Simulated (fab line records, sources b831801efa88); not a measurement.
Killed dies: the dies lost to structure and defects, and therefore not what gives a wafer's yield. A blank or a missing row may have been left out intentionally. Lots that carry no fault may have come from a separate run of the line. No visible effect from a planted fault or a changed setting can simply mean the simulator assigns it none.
A struck lot beside a sound one | flow sky130 | 43 steps out of a route of 708
Sound: wafers L135.1, L135.4, L135.5. Wafers L144.1, L144.4, L144.5 were the ones struck. The cause is given at the end.
For every step that has rows: the tool of each side, followed by ch and its chambers, followed by its first start. Under that, the readings that differ: sound wafers | struck wafers | difference of the means | sigmas: that difference in standard deviations of wafers without a fault.
alike: readings with means less than 2 such deviations apart, plus words and numbers identical on both sides. not compared: withheld readings, readings lacking a value on some wafer, bounds such as >300 that could conceal the same value, and numbers that have no deviation in the record and whose values overlap.
The two part at a step that has a row with sigmas, a row that says differs or no value, or rows on one side only. Numbers that don't overlap but have no deviation are shown without sigmas and don't part them. Lack of a reading on every wafer of one side parts them only where that side has two or more wafers.

first, 2 steps without rows for these wafers: SKY_POLY_GATE_CLEAN_19 (cleans in SC1/SC2, time 150 s); SKY_POLY_GATE_OXIDATION_20 (stabilise 600 s, purge 300 s, target thk 4 nm).
SKY_POLY_GATE_THK_MEAS_21:
  struck on filmMetro-01, day 20 12:50; sound on filmMetro-01, day 18 06:05
  alike: POLY_GATE_OXIDATION_THK
SKY_POLY_GATE_CD_MEAS_22:
  struck on cdSem-02, day 20 12:54; sound on cdSem-02, day 18 06:09
reading   | sound       | struck      | difference | sigmas
cdNm (nm) | 145 142 145 | 154 151 149 | +7         | +2
then, 7 steps without rows for these wafers: SKY_LDD_N_DEHYDRATE_00 (time 60 s); SKY_LDD_N_HMDS_01 (prime time 60 s); SKY_LDD_N_COAT_02 (resist thk 300 nm); SKY_LDD_N_SOFTBAKE_03 (time 60 s); SKY_LDD_N_EXPOSE_04 (exposes mask NTM, target cd 840 nm); SKY_LDD_N_PEB_05; SKY_LDD_N_DEVELOP_06 (develop time 60 s).
SKY_LDD_N_OVL_MEAS_07:
  struck on overlay-02, day 21 18:35; sound on overlay-01, day 19 11:55
  alike: LDD_N_OVL
SKY_LDD_N_IMPLANT_08:
  sound on implanter-02 ch 0, day 19 11:56; struck on implanter-02 ch 0, day 21 18:38
then, 7 steps without rows for these wafers: SKY_LDD_N_IMPLANT_09; SKY_LDD_N_IMPLANT_10; SKY_LDD_N_IMPLANT_11; SKY_LDD_N_IMPLANT_12; SKY_LDD_N_IMPLANT_13; SKY_LDD_N_IMPLANT_14; SKY_LDD_N_IMPLANT_15.
SKY_LDD_N_STRIP_16: strips in O2/N2.
  sound on plasmaAsher-04 ch 0,1, day 19 13:08; struck on plasmaAsher-04 ch 0,1, day 21 19:50
  alike: drypumpMotorCurrentA, oesProductAu, stripTimeToEndpointS
  not compared: rfHoursCounterH
SKY_LDD_N_TW_MEAS_17:
  struck on filmMetro-02, day 21 19:56; sound on filmMetro-02, day 19 13:14
  alike: LDD_N_TW
then, 7 steps without rows for these wafers: SKY_LDD_P_DEHYDRATE_00 (time 60 s); SKY_LDD_P_HMDS_01 (prime time 60 s); SKY_LDD_P_COAT_02 (resist thk 1140 nm); SKY_LDD_P_SOFTBAKE_03 (time 60 s); SKY_LDD_P_EXPOSE_04 (exposes mask PSDM, target cd 380 nm); SKY_LDD_P_PEB_05; SKY_LDD_P_DEVELOP_06 (develop time 60 s).
SKY_LDD_P_CD_MEAS_07 targets a cd of 380 nm.
  struck on cdSem-01, day 23 01:09; sound on cdSem-02, day 20 19:57
  alike: cdNm
SKY_LDD_P_OVL_MEAS_08:
  struck on overlay-01, day 23 01:16; sound on overlay-01, day 20 20:04
  alike: LDD_P_OVL
following that, these wafers have no rows for 1 step: SKY_LDD_P_IMPLANT_09.
SKY_LDD_P_STRIP_10: strips in O2/N2.
  sound on plasmaAsher-01 ch 0,1, day 20 20:16; struck on plasmaAsher-01 ch 0,1, day 23 01:28
  alike: drypumpMotorCurrentA, oesProductAu, stripTimeToEndpointS
  not compared: rfHoursCounterH
SKY_LDD_P_TW_MEAS_11:
  struck on filmMetro-02, day 23 01:34; sound on filmMetro-04, day 20 20:22
reading  | sound       | struck      | difference | sigmas
LDD_P_TW | 657 656 656 | 631 634 636 | -23        | -3
then, 7 steps without rows for these wafers: SKY_LDD_HVN_DEHYDRATE_00 (time 60 s); SKY_LDD_HVN_HMDS_01 (prime time 60 s); SKY_LDD_HVN_COAT_02 (resist thk 300 nm); SKY_LDD_HVN_SOFTBAKE_03 (time 60 s); SKY_LDD_HVN_EXPOSE_04 (exposes mask HVNTM, target cd 700 nm); SKY_LDD_HVN_PEB_05; SKY_LDD_HVN_DEVELOP_06 (develop time 60 s).
SKY_LDD_HVN_OVL_MEAS_07:
  struck on overlay-02, day 24 06:43; sound on overlay-02, day 22 02:28
  alike: LDD_HVN_OVL
-- record jumps: 24 days separate the struck wafers' starts on either side; left off in module LDD_HVN, taken up again in module PAD_OPEN, whose first shown step is the route's number 708 --
SKY_PAD_OPEN_PROBE_99:
  rows exist in the record for the struck wafers here (prober-01, day 48 14:16), but not for the sound ones

WHERE THEY PART
First at SKY_POLY_GATE_CD_MEAS_22; last, within this record, at SKY_PAD_OPEN_PROBE_99.

WHY: the cause the simulator had injected
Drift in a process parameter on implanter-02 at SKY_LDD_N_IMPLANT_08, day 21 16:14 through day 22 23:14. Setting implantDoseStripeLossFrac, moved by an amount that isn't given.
